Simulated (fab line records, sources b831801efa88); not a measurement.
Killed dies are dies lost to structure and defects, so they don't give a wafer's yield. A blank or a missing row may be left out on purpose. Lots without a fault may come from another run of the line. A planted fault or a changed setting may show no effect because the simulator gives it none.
fab line records | flow sky130
record lots=24 wafers=72 last_day=50
route steps=708 shown LDD_P@263 LOCAL_INTERCONNECT@389 VIA2@520 METAL4@633 PAD_OPEN@707
lots that met no fault: from a run of the same line without faults
start_h: hours from the record's first day to the start of the lot's first wafer shown | wait_h: hours since the lot's step before | " the same as in the row above | L1.1+2: a row that stands for several wafers | - no value, or no start given | * or withheld: withheld | < > ~ a bound
route shown NAME@n: a module of which the file shows steps, and the number in the route of the first | usual: mean/standard deviation of fault-free wafers | same: alike in all rows | chamber/n: place in a boat | sites: the reading at each site | _std_site: their standard deviation | _edge_site: outer sites' mean less inner sites' | radius_mm: how far each site lies from the wafer's centre | mask NAME#n: copy n | behind: the tool/chamber that last shaped the wafer | hold: why the lot was held/for how many hours/how that ended | device: the transistor (n, p or np) that didn't switch | end of line: the same wafers' tests at the end of the route | a step without rows: its recipe alone | killed: dies lost to structure and defects at the first sort, not the wafer's yield | map: a wafer's dies, x killed, . not, _ none there
set.NAME: the setting as run; set.NAME@STEP: as run at that earlier step | model.NAME: the simulator's own value behind a step, which no gauge read
steps of the route over a sample of lots; a table a step, a row a wafer
services: from which hour (start_h, from the record's first day; less than 0 if before it) a tool's chamber was out of use, for how many hours, and why
## steps
# step SKY_LDD_P_OVL_MEAS_08
# usual LDD_P_OVL=-0.1/1.3
# columns lot.wafer tool chamber start_h wait_h LDD_P_OVL[nm]
L074.1 overlay-02 - 429.25 0.1 -1.2
L074.2 " - " " -0.3
L074.4 " - " " -0.2
L075.2 overlay-02 - 442.01 0.1 -1.5
L075.4 " - " " -3.3
L075.5 " - " " -1.4
L076.1 overlay-02 - 444.80 0.1 0.1
L076.3 " - " " 1.2
L076.5 " - " " 0.7
L077.2 overlay-01 - 454.78 0.1 -3.6
L077.4 " - " " -1.2
L077.5 " - " " -0.9
L078.2 overlay-01 - 461.03 0.1 -0.9
L078.3 " - " " -1.0
L078.6 " - " " -0.7
L079.1 overlay-02 - 489.53 0.1 1.2
L079.5 " - " " 0.6
L079.6 " - " " 1.2
L080.2 overlay-01 - 489.83 0.1 0.3
L080.4 " - " " -1.3
L080.6 " - " " -0.5
L081.2 overlay-01 - 501.56 0.1 -1.0
L081.4 " - " " 0.2
L081.5 " - " " -1.1
L082.2 overlay-01 - 520.68 0.1 1.9
L082.4 " - " " -0.3
L082.5 " - " " 1.0
L085.1 overlay-01 - 535.72 0.1 1.2
L085.3 " - " " 2.9
L085.4 " - " " 1.7
L084.3 overlay-01 - 537.81 0.1 -1.4
L084.5 " - " " -1.8
L084.6 " - " " 0.1
L083.1 overlay-01 - 539.05 0.1 1.2
L083.5 " - " " 1.1
L083.6 " - " " 0.6
L086.2 overlay-01 - 546.18 0.1 -0.2
L086.3 " - " " -0.2
L086.4 " - " " 0.0
L087.2 overlay-01 - 559.43 0.1 -0.7
L087.5 " - " " -2.8
L087.6 " - " " -1.8
L088.2 overlay-01 - 580.28 0.1 0.4
L088.5 " - " " 0.4
L088.6 " - " " 0.5
L089.2 overlay-01 - 582.23 0.1 -0.8
L089.3 " - " " -1.2
L089.4 " - " " 0.4
L090.1 overlay-01 - 583.85 0.1 -1.2
L090.4 " - " " -1.4
L090.5 " - " " -0.4
L091.2 overlay-02 - 584.96 0.1 0.2
L091.3 " - " " -0.4
L091.5 " - " " -0.7
L092.1 overlay-02 - 592.87 0.1 -1.4
L092.3 " - " " -0.2
L092.5 " - " " -1.6
L093.1 overlay-02 - 598.20 0.1 1.5
L093.5 " - " " 0.7
L093.6 " - " " 0.9
L094.1 overlay-02 - 601.95 0.1 0.1
L094.3 " - " " 0.3
L094.4 " - " " 0.4
L095.2 overlay-01 - 605.03 0.1 1.5
L095.4 " - " " 0.8
L095.5 " - " " 1.7
L096.1 overlay-02 - 623.05 0.1 -0.1
L096.2 " - " " -0.2
L096.6 " - " " -0.2
L097.3 overlay-01 - 630.18 0.1 1.3
L097.5 " - " " 0.9
L097.6 " - " " 1.3
# step SKY_LOCAL_INTERCONNECT_THK_MEAS_02
# recipe thk_meas_gauge=xrf reads=TiN_of_LOCAL_INTERCONNECT_SPUTTER_00
# usual LOCAL_INTERCONNECT_TIN_THK=98.5/0.96
# columns lot.wafer tool chamber start_h wait_h LOCAL_INTERCONNECT_TIN_THK[nm]
L074.1 film_metro-01 - 677.06 0.1 96.6
L074.2 " - " " 97.2
L074.4 " - " " 97.4
L075.2 film_metro-04 - 682.28 0.1 97.4
L075.4 " - " " 97.4
L075.5 " - " " 97.3
L076.1 film_metro-02 - 685.11 0.1 98.4
L076.3 " - " " 98.8
L076.5 " - " " 99.0
L077.2 film_metro-02 - 695.64 0.1 99.5
L077.4 " - " " 99.7
L077.5 " - " " 99.5
L078.2 film_metro-02 - 702.26 0.1 98.2
L078.3 " - " " 96.9
L078.6 " - " " 98.0
L079.1 film_metro-04 - 726.72 0.1 99.2
L079.5 " - " " 99.6
L079.6 " - " " 99.0
L080.2 film_metro-01 - 728.57 0.1 98.6
L080.4 " - " " 98.8
L080.6 " - " " 98.6
L081.2 film_metro-04 - 738.41 0.1 98.4
L081.4 " - " " 97.3
L081.5 " - " " 98.2
L082.2 film_metro-01 - 757.47 0.1 98.7
L082.4 " - " " 99.9
L082.5 " - " " 99.4
L085.1 film_metro-04 - 767.66 0.1 100.3
L085.3 " - " " 100.9
L085.4 " - " " 99.9
L084.3 film_metro-04 - 770.57 0.1 99.7
L084.5 " - " " 100.0
L084.6 " - " " 99.8
L083.1 film_metro-04 - 770.93 0.1 99.1
L083.5 " - " " 98.4
L083.6 " - " " 99.3
L086.2 film_metro-04 - 776.24 0.1 98.7
L086.3 " - " " 99.6
L086.4 " - " " 98.8
L087.2 film_metro-04 - 790.46 0.1 99.1
L087.5 " - " " 99.4
L087.6 " - " " 98.3
L088.2 film_metro-04 - 811.76 0.1 98.3
L088.5 " - " " 97.9
L088.6 " - " " 97.6
L089.2 film_metro-04 - 812.14 0.1 97.4
L089.3 " - " " 98.2
L089.4 " - " " 96.9
L090.1 film_metro-02 - 813.38 0.1 99.9
L090.4 " - " " 99.4
L090.5 " - " " 99.6
L091.2 film_metro-02 - 815.21 0.1 97.3
L091.3 " - " " 97.3
L091.5 " - " " 98.3
L092.1 film_metro-01 - 818.95 0.1 98.5
L092.3 " - " " 99.0
L092.5 " - " " 99.4
L093.1 film_metro-04 - 823.38 0.1 98.2
L093.5 " - " " 97.9
L093.6 " - " " 98.0
L094.1 film_metro-04 - 829.53 0.1 97.7
L094.3 " - " " 96.3
L094.4 " - " " 97.4
L095.2 film_metro-02 - 830.71 0.1 99.3
L095.4 " - " " 97.4
L095.5 " - " " 97.7
L096.1 film_metro-02 - 847.93 0.1 97.7
L096.2 " - " " 98.4
L096.6 " - " " 99.3
L097.3 film_metro-01 - 854.83 0.1 97.9
L097.5 " - " " 98.6
L097.6 " - " " 97.9
# step SKY_VIA2_OVL_MEAS_13
# usual VIA2_OVL=-5/6.6
# columns lot.wafer tool chamber start_h wait_h VIA2_OVL[nm]
L074.1 overlay-01 - 845.91 0.1 -5
L074.2 " - " " -2
L074.4 " - " " 6
L075.2 overlay-01 - 850.58 0.1 -12
L075.4 " - " " -14
L075.5 " - " " -9
L076.1 overlay-01 - 853.86 0.1 -19
L076.3 " - " " -16
L076.5 " - " " -21
L077.2 overlay-02 - 864.61 0.1 -8
L077.4 " - " " -10
L077.5 " - " " -10
L078.2 overlay-01 - 870.76 0.1 -7
L078.3 " - " " -12
L078.6 " - " " -6
L079.1 overlay-01 - 893.70 0.1 -2
L079.5 " - " " -9
L079.6 " - " " -5
L080.2 overlay-02 - 894.66 0.1 5
L080.4 " - " " 3
L080.6 " - " " -4
L081.2 overlay-01 - 902.41 0.1 -3
L081.4 " - " " -10
L081.5 " - " " -8
L082.2 overlay-02 - 922.96 0.1 -4
L082.4 " - " " -2
L082.5 " - " " -5
L085.1 overlay-02 - 929.61 0.1 -9
L085.3 " - " " -3
L085.4 " - " " -7
L084.3 overlay-02 - 931.61 0.1 -11
L084.5 " - " " -9
L084.6 " - " " -12
L083.1 overlay-02 - 934.97 0.1 -8
L083.5 " - " " -10
L083.6 " - " " -11
L086.2 overlay-02 - 937.66 0.1 -10
L086.3 " - " " -10
L086.4 " - " " -8
L087.2 overlay-02 - 952.58 0.1 -2
L087.5 " - " " -2
L087.6 " - " " -3
L088.2 overlay-02 - 971.61 0.1 -1
L088.5 " - " " -4
L088.6 " - " " -4
L089.2 overlay-01 - 972.06 0.1 0
L089.3 " - " " -2
L089.4 " - " " 3
L090.1 overlay-01 - 975.70 0.1 2
L090.4 " - " " 7
L090.5 " - " " 5
L091.2 overlay-02 - 977.76 0.1 -10
L091.3 " - " " -5
L091.5 " - " " -4
L092.1 overlay-01 - 978.11 0.1 -6
L092.3 " - " " -4
L092.5 " - " " -3
L093.1 overlay-02 - 981.12 0.1 6
L093.5 " - " " 10
L093.6 " - " " 8
L094.1 overlay-01 - 987.15 0.1 7
L094.3 " - " " 4
L094.4 " - " " -2
L095.2 overlay-01 - 987.58 0.1 1
L095.4 " - " " -3
L095.5 " - " " -4
L096.1 overlay-01 - 1003.80 0.1 -9
L096.2 " - " " -7
L096.6 " - " " -8
L097.3 overlay-01 - 1010.61 0.1 1
L097.5 " - " " -7
L097.6 " - " " -8
# step SKY_VIA2_THK_MEAS_23
# recipe thk_meas_gauge=xrf reads=W_of_VIA2_CVD_21
# usual VIA2_W_THK=426/5.5
# columns lot.wafer tool chamber start_h wait_h VIA2_W_THK[nm]
L074.1 film_metro-04 - 846.95 0.1 419
L074.2 " - " " 425
L074.4 " - " " 420
L075.2 film_metro-03 - 851.66 0.1 432
L075.4 " - " " 430
L075.5 " - " " 430
L076.1 film_metro-04 - 854.93 0.1 424
L076.3 " - " " 431
L076.5 " - " " 431
L077.2 film_metro-04 - 865.66 0.1 423
L077.4 " - " " 416
L077.5 " - " " 420
L078.2 film_metro-03 - 871.82 0.1 419
L078.3 " - " " 413
L078.6 " - " " 421
L079.1 film_metro-02 - 894.75 0.1 430
L079.5 " - " " 427
L079.6 " - " " 427
L080.2 film_metro-02 - 895.88 0.1 433
L080.4 " - " " 434
L080.6 " - " " 433
L081.2 film_metro-02 - 903.50 0.1 435
L081.4 " - " " 430
L081.5 " - " " 431
L082.2 film_metro-04 - 924.09 0.1 419
L082.4 " - " " 420
L082.5 " - " " 429
L085.1 film_metro-03 - 930.65 0.1 431
L085.3 " - " " 430
L085.4 " - " " 425
L084.3 film_metro-04 - 932.67 0.1 429
L084.5 " - " " 422
L084.6 " - " " 429
L083.1 film_metro-03 - 936.02 0.1 419
L083.5 " - " " 423
L083.6 " - " " 418
L086.2 film_metro-02 - 938.71 0.1 431
L086.3 " - " " 428
L086.4 " - " " 427
L087.2 film_metro-04 - 953.63 0.1 421
L087.5 " - " " 419
L087.6 " - " " 422
L088.2 film_metro-02 - 972.66 0.1 433
L088.5 " - " " 425
L088.6 " - " " 426
L089.2 film_metro-02 - 973.11 0.1 424
L089.3 " - " " 423
L089.4 " - " " 423
L090.1 film_metro-03 - 976.76 0.1 427
L090.4 " - " " 424
L090.5 " - " " 429
L091.2 film_metro-02 - 978.83 0.1 432
L091.3 " - " " 430
L091.5 " - " " 435
L092.1 film_metro-03 - 979.27 0.1 427
L092.3 " - " " 431
L092.5 " - " " 425
L093.1 film_metro-04 - 982.18 0.1 418
L093.5 " - " " 429
L093.6 " - " " 424
L094.1 film_metro-04 - 988.35 0.1 432
L094.3 " - " " 422
L094.4 " - " " 430
L095.2 film_metro-03 - 988.78 0.1 427
L095.4 " - " " 433
L095.5 " - " " 436
L096.1 film_metro-04 - 1004.85 0.1 414
L096.2 " - " " 413
L096.6 " - " " 418
L097.3 film_metro-03 - 1011.67 0.1 431
L097.5 " - " " 437
L097.6 " - " " 426
# step SKY_METAL4_ETCH_17
# recipe target=SiO2 stop_on=TiN chemistry=C4F8/O2/Ar source_w=1500 bias_w=1185 pressure_mtorr=40 c4f8_flow_sccm=withheld O2_flow_sccm=6 Ar_flow_sccm=300 time_s=3.9 target_depth_a=150
# usual oes_product_au=0.758/0.0065
# columns lot.wafer tool chamber start_h wait_h oes_product_au rf_hours_counter_h
L074.1 rie_diel-02 3 979.14 0.1 0.746 25
L074.2 " 1 " " 0.752 19
L074.4 " 2 " " 0.752 6
L075.2 rie_diel-03 3 981.09 0.1 0.764 7
L075.4 " 2 " " 0.746 19
L075.5 " 2 " " 0.757 -
L076.1 rie_diel-02 1 983.34 0.1 0.764 19
L076.3 " 3 " " 0.764 26
L076.5 " 1 " " 0.771 -
L077.2 rie_diel-04 0 992.29 0.1 0.762 10
L077.4 " 3 " " 0.763 18
L077.5 " 0 " " 0.764 -
L078.2 rie_diel-04 1 1002.72 0.1 0.754 10
L078.3 " 0 " " 0.754 10
L078.6 " 1 " " 0.763 -
L079.1 rie_diel-04 0 1017.72 0.1 0.753 10
L079.5 " 1 " " 0.751 -
L079.6 " 2 " " 0.756 -
L080.2 rie_diel-02 3 1020.29 0.1 0.751 27
L080.4 " 0 " " 0.761 22
L080.6 " 2 " " 0.764 -
L081.2 rie_diel-04 0 1028.12 0.1 0.756 11
L081.4 " 2 " " 0.758 20
L081.5 " 3 " " 0.765 -
L082.2 rie_diel-04 1 1046.82 0.1 0.755 11
L082.4 " 2 " " 0.767 21
L082.5 " 0 " " 0.764 -
L085.1 rie_diel-03 0 1052.07 0.1 0.752 15
L085.3 " 2 " " 0.762 21
L085.4 " 1 " " 0.757 11
L084.3 rie_diel-04 3 1054.87 0.0 0.771 21
L084.5 " 1 " " 0.762 -
L084.6 " 3 " " 0.758 -
L083.1 rie_diel-04 2 1057.34 0.1 0.756 21
L083.5 " 2 " " 0.759 -
L083.6 " 3 " " 0.759 -
L086.2 rie_diel-03 1 1059.99 0.1 0.761 11
L086.3 " 0 " " 0.754 15
L086.4 " 2 " " 0.758 21
L087.2 rie_diel-04 0 1072.42 0.1 0.755 12
L087.5 " 3 " " 0.771 -
L087.6 " 2 " " 0.758 -
L088.2 rie_diel-02 2 1087.57 0.1 0.760 10
L088.5 " 0 " " 0.765 -
L088.6 " 3 " " 0.757 -
L089.2 rie_diel-04 2 1088.17 0.1 0.759 22
L089.3 " 3 " " 0.750 22
L089.4 " 0 " " 0.757 12
L090.1 rie_diel-04 3 1093.20 0.2 0.751 22
L090.4 " 2 " " 0.760 -
L090.5 " 1 " " 0.763 -
L091.2 rie_diel-03 0 1094.62 0.1 0.761 16
L091.3 " 2 " " 0.755 22
L091.5 " 3 " " 0.756 -
L092.1 rie_diel-03 1 1095.30 0.2 0.750 12
L092.3 " 2 " " 0.748 22
L092.5 " 2 " " 0.749 -
L093.1 rie_diel-02 2 1096.22 0.1 0.762 10
L093.5 " 1 " " 0.763 -
L093.6 " 2 " " 0.766 -
L094.1 rie_diel-04 3 1103.22 0.1 0.750 22
L094.3 " 1 " " 0.747 13
L094.4 " 2 " " 0.753 -
L095.2 rie_diel-03 2 1104.12 0.1 0.745 22
L095.4 " 3 " " 0.764 10
L095.5 " 2 " " 0.764 -
L096.1 rie_diel-03 0 1117.12 0.1 0.760 17
L096.2 " 1 " " 0.752 13
L096.6 " 2 " " 0.758 -
L097.3 rie_diel-02 1 1123.90 0.1 0.763 24
L097.5 " 1 " " 0.763 -
L097.6 " 0 " " 0.760 -
# step SKY_PAD_OPEN_BOW_MEAS_13
# recipe mode=bow
# usual PAD_OPEN_BOW=48/8.2
# columns lot.wafer tool chamber start_h wait_h PAD_OPEN_BOW[um]
L074.1 film_metro-02 - 1074.26 - 59
L074.2 " - " " 29
L074.4 " - " " 51
L075.2 film_metro-02 - 1075.60 - 39
L075.4 " - " " 48
L075.5 " - " " 52
L076.1 film_metro-01 - 1078.28 - 58
L076.3 " - " " 47
L076.5 " - " " 60
L077.2 film_metro-02 - 1085.79 - 46
L077.4 " - " " 58
L077.5 " - " " 52
L078.2 film_metro-01 - 1095.81 - 40
L078.3 " - " " 38
L078.6 " - " " 41
L079.1 film_metro-01 - 1106.94 - 44
L079.5 " - " " 42
L079.6 " - " " 44
L080.2 film_metro-01 - 1110.18 - 56
L080.4 " - " " 50
L080.6 " - " " 51
L081.2 film_metro-01 - 1116.94 - 43
L081.4 " - " " 62
L081.5 " - " " 59
L082.2 film_metro-02 - 1134.86 - 49
L082.4 " - " " 45
L082.5 " - " " 54
L085.1 film_metro-01 - 1137.31 - 49
L085.3 " - " " 48
L085.4 " - " " 50
L084.3 film_metro-01 - 1140.95 - 49
L084.5 " - " " 35
L084.6 " - " " 55
L083.1 film_metro-02 - 1143.31 - 53
L083.5 " - " " 44
L083.6 " - " " 36
L086.2 film_metro-01 - 1145.31 - 39
L086.3 " - " " 42
L086.4 " - " " 37
L087.2 film_metro-02 - 1156.97 - 48
L087.5 " - " " 46
L087.6 " - " " 44
L088.2 film_metro-02 - 1168.60 - 44
L088.5 " - " " 44
L088.6 " - " " 47
L089.2 film_metro-04 - 1169.83 - 51
L089.3 " - " " 47
L089.4 " - " " 34
L090.1 film_metro-04 - 1173.75 - 64
L090.4 " - " " 57
L090.5 " - " " 32
L091.2 film_metro-04 - 1175.94 - 59
L091.3 " - " " 50
L091.5 " - " " 57
L092.1 film_metro-01 - 1176.88 - 49
L092.3 " - " " 57
L092.5 " - " " 58
L093.1 film_metro-02 - 1177.77 - 36
L093.5 " - " " 39
L093.6 " - " " 37
L094.1 film_metro-02 - 1183.60 - 45
L094.3 " - " " 49
L094.4 " - " " 43
L095.2 film_metro-04 - 1184.87 - 54
L095.4 " - " " 49
L095.5 " - " " 45
L096.1 film_metro-01 - 1193.84 - 38
L096.2 " - " " 45
L096.6 " - " " 46
L097.3 film_metro-02 - 1200.11 - 65
L097.5 " - " " 54
L097.6 " - " " 54
## services
# columns tool chamber start_h hours kind
rie_diel-03 1 961.63 15.9 repair
rie_diel-04 0 962.54 6.4 repair
rie_diel-02 3 989.40 2.9 repair
rie_diel-02 2 1002.67 7.6 repair
rie_diel-03 0 1018.39 5.8 repair
rie_diel-03 - 1018.99 14.6 pm
rie_diel-04 - 1049.38 1.0 repair
rie_diel-04 0 1054.29 12.6 repair
rie_diel-02 1 1055.88 7.8 repair
rie_diel-04 1 1056.12 11.0 repair
rie_diel-02 2 1077.08 1.3 repair
rie_diel-04 0 1089.42 28.3 repair
rie_diel-03 3 1106.37 6.4 repair
rie_diel-02 0 1116.47 1.8 repair
rie_diel-04 2 1117.74 - clean
rie_diel-04 2 1117.74 22.8 scheduled_down
rie_diel-04 2 1117.74 22.8 vent_cycle
rie_diel-03 - 1118.40 0.5 repair
## key
fault none
